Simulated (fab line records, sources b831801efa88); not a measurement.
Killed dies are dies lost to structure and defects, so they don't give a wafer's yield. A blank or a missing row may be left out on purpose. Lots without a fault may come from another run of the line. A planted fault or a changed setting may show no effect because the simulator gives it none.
fab line records | flow sky130
record lots=15 wafers=45 last_day=50
route steps=708 shown NWELL@63 LDD_LDN@298 LI_CONTACT@383 LOCAL_INTERCONNECT@387
lots that met no fault: from a run of the same line without faults
start_h: hours from the record's first day to the start of the lot's first wafer shown | wait_h: hours since the lot's step before | " the same as in the row above | L1.1+2: a row that stands for several wafers | - no value, or no start given | * or withheld: withheld | < > ~ a bound
route shown NAME@n: a module of which the file shows steps, and the number in the route of the first | usual: mean/standard deviation of fault-free wafers | same: alike in all rows | chamber/n: place in a boat | sites: the reading at each site | _std_site: their standard deviation | _edge_site: outer sites' mean less inner sites' | radius_mm: how far each site lies from the wafer's centre | mask NAME#n: copy n | behind: the tool/chamber that last shaped the wafer | hold: why the lot was held/for how many hours/how that ended | device: the transistor (n, p or np) that didn't switch | end of line: the same wafers' tests at the end of the route | a step without rows: its recipe alone | killed: dies lost to structure and defects at the first sort, not the wafer's yield | map: a wafer's dies, x killed, . not, _ none there
set.NAME: the setting as run; set.NAME@STEP: as run at that earlier step | model.NAME: the simulator's own value behind a step, which no gauge read
steps of the route over a sample of lots; a table a step, a row a wafer
services: from which hour (start_h, from the record's first day; less than 0 if before it) a tool's chamber was out of use, for how many hours, and why
## steps
# step SKY_NWELL_OVL_MEAS_10
# usual NWELL_00_OVL=-0.3/1.4
# columns lot.wafer tool chamber start_h wait_h NWELL_00_OVL[nm]
L372.4 overlay-01 - 83.12 - -2.4
L372.5 " - " " -1.2
L372.6 " - " " -2.9
L375.2 overlay-01 - 98.66 - -1.6
L375.3 " - " " -2.2
L375.5 " - " " -2.8
L378.2 overlay-02 - 122.17 - -0.3
L378.3 " - " " 1.6
L378.6 " - " " 2.0
L379.2 overlay-01 - 127.26 - 0.1
L379.5 " - " " 1.0
L379.6 " - " " 1.0
L382.2 overlay-02 - 142.76 - -2.2
L382.3 " - " " 0.5
L382.4 " - " " -1.1
L383.1 overlay-01 - 149.76 - -2.3
L383.4 " - " " -0.2
L383.6 " - " " -1.4
L384.2 overlay-02 - 156.16 - -0.3
L384.3 " - " " -0.9
L384.6 " - " " 1.2
L385.2 overlay-01 - 160.51 - -2.2
L385.3 " - " " -2.4
L385.4 " - " " -0.4
L386.2 overlay-01 - 164.57 - -0.2
L386.4 " - " " 1.6
L386.5 " - " " 0.2
L387.2 overlay-02 - 174.21 - 1.6
L387.5 " - " " 2.2
L387.6 " - " " 1.8
L390.1 overlay-01 - 190.52 - -2.8
L390.2 " - " " -0.2
L390.4 " - " " -0.4
L391.1 overlay-02 - 194.06 - -0.8
L391.2 " - " " -0.7
L391.6 " - " " -1.5
L392.3 overlay-02 - 204.18 - 1.0
L392.4 " - " " 1.8
L392.5 " - " " -0.7
L393.3 overlay-02 - 210.12 - -0.6
L393.5 " - " " -0.7
L393.6 " - " " -0.5
L394.1 overlay-01 - 220.41 - 1.1
L394.3 " - " " -0.8
L394.5 " - " " -0.5
# step SKY_LDD_LDN_IMPLANT_09
# recipe species=As energy_kev=15 dose_cm2=1.25e+13 tilt_deg=withheld rotation_deg=113
# usual beam_energy_keV=15.000/0.0047 beam_on_s=9.99/0.22
# columns lot.wafer tool chamber start_h wait_h beam_energy_keV beam_on_s
L372.4 implanter-03 0 525.34 0.1 15.001 9.66
L372.5 " 0 " " 15.003 10.16
L372.6 " 0 " " 15.002 10.18
L375.2 implanter-03 0 570.57 0.1 15.002 9.94
L375.3 " 0 " " 14.998 10.06
L375.5 " 0 " " 15.001 9.92
L378.2 implanter-04 0 591.17 0.1 14.999 10.26
L378.3 " 0 " " 15.007 9.57
L378.6 " 0 " " 15.000 10.22
L379.2 implanter-03 0 592.67 0.1 15.003 10.26
L379.5 " 0 " " 15.005 10.34
L379.6 " 0 " " 15.005 10.17
L382.2 implanter-04 0 628.42 0.1 15.004 9.75
L382.3 " 0 " " 15.006 9.64
L382.4 " 0 " " 14.999 9.96
L384.2 implanter-04 0 633.32 0.1 14.996 9.76
L384.3 " 0 " " 14.997 9.93
L384.6 " 0 " " 15.003 9.67
L383.1 implanter-03 - 633.87 0.1 - -
L383.4 " - " " - -
L383.6 " - " " - -
L386.2 implanter-01 - 640.97 0.1 - -
L386.4 " - " " - -
L386.5 " - " " - -
L385.2 implanter-01 - 644.42 0.1 - -
L385.3 " - " " - -
L385.4 " - " " - -
L387.2 implanter-01 0 651.97 0.1 14.996 10.06
L387.5 " 0 " " 15.001 9.91
L387.6 " 0 " " 14.996 10.03
L390.1 implanter-01 0 675.50 0.1 14.996 10.06
L390.2 " 0 " " 14.997 10.03
L390.4 " 0 " " 14.995 10.18
L391.1 implanter-01 0 680.10 0.1 15.003 9.91
L391.2 " 0 " " 15.003 9.87
L391.6 " 0 " " 14.996 9.80
L392.3 implanter-04 0 689.55 0.1 14.994 9.97
L392.4 " 0 " " 15.001 10.18
L392.5 " 0 " " 14.996 9.94
L393.3 implanter-04 0 702.29 0.1 15.005 9.73
L393.5 " 0 " " 15.009 9.77
L393.6 " 0 " " 15.013 10.11
L394.1 implanter-01 0 723.10 0.1 14.998 9.73
L394.3 " 0 " " 15.001 10.13
L394.5 " 0 " " 15.002 9.89
# step SKY_LDD_LDN_TW_MEAS_13
# usual LDD_LDN_TW=1478/9.5
# columns lot.wafer tool chamber start_h wait_h hold LDD_LDN_TW
L372.4 film_metro-01 - 525.85 0.1 - 1469
L372.5 " - " " - 1468
L372.6 " - " " - 1473
L375.2 film_metro-01 - 571.10 0.1 - 1474
L375.3 " - " " - 1476
L375.5 " - " " - 1476
L378.2 film_metro-03 - 591.70 0.1 - 1484
L378.3 " - " " - 1492
L378.6 " - " " - 1493
L379.2 film_metro-03 - 593.20 0.1 - 1486
L379.5 " - " " - 1488
L379.6 " - " " - 1491
L382.2 film_metro-04 - 628.96 0.1 - 1462
L382.3 " - " " - 1467
L382.4 " - " " - 1466
L384.2 film_metro-01 - 633.86 0.1 - 1481
L384.3 " - " " - 1478
L384.6 " - " " - 1478
L383.1 film_metro-01 - 634.42 0.1 await_dispo/0.2h/release 1347
L383.4 " - " " await_dispo/0.2h/release 1359
L383.6 " - " " await_dispo/0.2h/release 1345
L383.1 film_metro-01 - 634.65 0.2 - 1352
L383.4 " - " " - 1354
L383.6 " - " " - 1353
L386.2 film_metro-01 - 641.51 0.1 await_dispo/0.2h/release 1356
L386.4 " - " " await_dispo/0.2h/release 1363
L386.5 " - " " await_dispo/0.2h/release 1357
L386.2 film_metro-01 - 641.73 0.2 - 1353
L386.4 " - " " - 1358
L386.5 " - " " - 1361
L385.2 film_metro-04 - 644.95 0.1 await_dispo/0.2h/release 1343
L385.3 " - " " await_dispo/0.2h/release 1343
L385.4 " - " " await_dispo/0.2h/release 1342
L385.2 film_metro-04 - 645.18 0.2 - 1344
L385.3 " - " " - 1347
L385.4 " - " " - 1344
L387.2 film_metro-04 - 652.50 0.1 - 1468
L387.5 " - " " - 1473
L387.6 " - " " - 1478
L390.1 film_metro-03 - 676.05 0.1 - 1488
L390.2 " - " " - 1491
L390.4 " - " " - 1500
L391.1 film_metro-04 - 680.67 0.1 - 1466
L391.2 " - " " - 1462
L391.6 " - " " - 1474
L392.3 film_metro-01 - 690.07 0.1 - 1476
L392.4 " - " " - 1475
L392.5 " - " " - 1476
L393.3 film_metro-01 - 702.81 0.1 - 1478
L393.5 " - " " - 1481
L393.6 " - " " - 1484
L394.1 film_metro-03 - 723.65 0.1 - 1483
L394.3 " - " " - 1478
L394.5 " - " " - 1485
# step SKY_LI_CONTACT_CVD_21
# recipe material=W target_thk_nm=400 time_s=120.56 temp_c=400 pressure_torr=40
# usual heater_power_w=912/58
# columns lot.wafer tool chamber start_h wait_h heater_power_w
L372.4 cvd_w-02 0 677.97 0.1 873
L372.5 " 0 " " 910
L372.6 " 1 " " 822
L375.2 cvd_w-01 0 721.03 0.0 940
L375.3 " 0 " " 942
L375.5 " 0 " " 968
L378.2 cvd_w-02 0 738.26 0.1 884
L378.3 " 0 " " 868
L378.6 " 0 " " 903
L379.2 cvd_w-02 1 741.27 0.0 804
L379.5 " 1 " " 805
L379.6 " 0 " " 910
L382.2 cvd_w-01 0 773.29 0.0 933
L382.3 " 0 " " 937
L382.4 " 1 " " 971
L384.2 cvd_w-02 0 778.24 0.0 909
L384.3 " 1 " " 835
L384.6 " 0 " " 911
L387.2 cvd_w-01 0 796.47 0.0 954
L387.5 " 1 " " 964
L387.6 " 0 " " 941
L390.1 cvd_w-01 0 818.39 0.0 945
L390.2 " 1 " " 970
L390.4 " 0 " " 949
L391.1 cvd_w-01 1 824.19 0.0 953
L391.2 " 0 " " 952
L391.6 " 1 " " 979
L392.3 cvd_w-02 1 831.80 0.1 811
L392.4 " 0 " " 903
L392.5 " 1 " " 822
L393.3 cvd_w-02 0 842.31 0.1 888
L393.5 " 0 " " 878
L393.6 " 1 " " 819
L394.1 cvd_w-02 0 862.04 0.0 898
L394.3 " 0 " " 891
L394.5 " 0 " " 892
# step SKY_LOCAL_INTERCONNECT_SPUTTER_00
# recipe material=TiN target_thk_nm=100 temp_c=300 power_w=6500 time_s=83.3 chamber_pressure_pa=0.4
# usual substrate_temp_c=299.98/0.2 throttle_valve_pct=30.5/1.2
# columns lot.wafer tool chamber start_h wait_h substrate_temp_c throttle_valve_pct
L372.4 pvd_sputter-04 - 678.53 0.2 300.10 30.3
L372.5 " - " " 300.14 31.2
L372.6 " - " " 299.96 30.4
L375.2 pvd_sputter-04 - 721.63 0.1 299.73 30.1
L375.3 " - " " 300.01 31.5
L375.5 " - " " 299.92 30.2
L378.2 pvd_sputter-04 - 738.95 0.1 299.89 31.3
L378.3 " - " " 300.19 30.3
L378.6 " - " " 300.16 30.1
L379.2 pvd_sputter-04 - 741.88 0.1 299.61 31.7
L379.5 " - " " 300.02 32.4
L379.6 " - " " 300.13 31.4
L382.2 pvd_sputter-01 - 773.90 0.2 300.21 29.4
L382.3 " - " " 299.89 28.7
L382.4 " - " " 300.12 30.0
L384.2 pvd_sputter-01 - 778.84 0.2 300.30 30.6
L384.3 " - " " 300.04 28.6
L384.6 " - " " 299.84 28.6
L387.2 pvd_sputter-01 - 797.10 0.1 300.05 29.7
L387.5 " - " " 299.99 29.5
L387.6 " - " " 299.79 30.4
L390.1 pvd_sputter-04 - 819.29 0.1 299.99 31.7
L390.2 " - " " 300.14 32.6
L390.4 " - " " 299.93 31.4
L391.1 pvd_sputter-04 - 824.80 0.1 299.98 31.8
L391.2 " - " " 299.82 32.6
L391.6 " - " " 299.74 31.5
L392.3 pvd_sputter-04 - 832.37 0.2 300.23 31.6
L392.4 " - " " 300.29 31.5
L392.5 " - " " 299.68 30.1
L393.3 pvd_sputter-04 - 842.88 0.1 300.02 30.0
L393.5 " - " " 300.00 31.6
L393.6 " - " " 300.27 30.3
L394.1 pvd_sputter-03 - 862.64 0.1 300.26 29.6
L394.3 " - " " 300.18 28.9
L394.5 " - " " 299.77 29.7
## services
# columns tool chamber start_h hours kind
cvd_w-01 - 517.04 1.3 repair
implanter-01 - 526.52 0.7 repair
implanter-03 - 534.47 3.8 pm
implanter-01 - 561.96 22.0 pm
implanter-04 - 567.32 5.9 pm
cvd_w-02 1 579.95 15.5 repair
implanter-04 - 584.45 1.7 repair
cvd_w-02 - 590.28 4.8 repair
cvd_w-01 - 597.77 2.8 pm
implanter-04 - 618.39 2.8 pm
pvd_sputter-04 - 638.67 0.7 repair
implanter-03 - 657.33 2.8 repair
implanter-01 - 700.44 1.3 repair
implanter-01 - 706.41 3.0 repair
pvd_sputter-04 - 733.63 2.4 repair
cvd_w-02 1 737.52 2.4 repair
pvd_sputter-04 - 745.15 0.5 repair
implanter-03 - 754.86 1.2 repair
cvd_w-02 - 792.23 3.9 repair
implanter-04 - 806.92 4.8 repair
cvd_w-02 0 814.78 11.1 repair
implanter-01 - 814.97 4.0 pm
cvd_w-01 - 849.63 6.9 pm
implanter-04 - 857.31 2.5 repair
## key
first_sign step=SKY_LDD_LDN_IMPLANT_09 reading=tool_record direction=missing
effect step=SKY_LDD_LDN_TW_MEAS_13 reading=visit direction=added
effect step=SKY_LDD_LDN_TW_MEAS_13 reading=LDD_LDN_TW direction=down sigmas=13 usual=1478 struck=1350
met_at SKY_LDD_LDN_IMPLANT_09
struck_lots L383,L385,L386
later_rows_left_out L383.1,L383.4,L383.6,L385.2,L385.3,L385.4,L386.2,L386.4,L386.5
sort_left_out L383.1,L383.4,L383.6,L385.2,L385.3,L385.4,L386.2,L386.4,L386.5
tester_left_out L383,L385,L386
not_acting_at SKY_NWELL_OVL_MEAS_10,SKY_LI_CONTACT_CVD_21,SKY_LOCAL_INTERCONNECT_SPUTTER_00
onset_between 592.67 633.87
fault kind=skipped_step_whole tool=implanter-01,implanter-03 chamber=- onset_h=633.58 steps=SKY_LDD_LDN_IMPLANT_09 scope=struck_lots_only
# tester_left_out: of these lots the tester's yield and bins aren't shown, on N5 and GAA mostly nor the transistor test; their killed dies are dies lost to structure and defects alone, not to doping, threshold or leakage, so they don't give the yield
# sort_left_out: the simulated sort isn't trusted on such a fault, so these wafers' sort isn't shown, and their yield isn't known
# later_rows_left_out: the simulator's readings of these wafers behind a module that went badly wrong aren't trusted and aren't shown, but for the sort
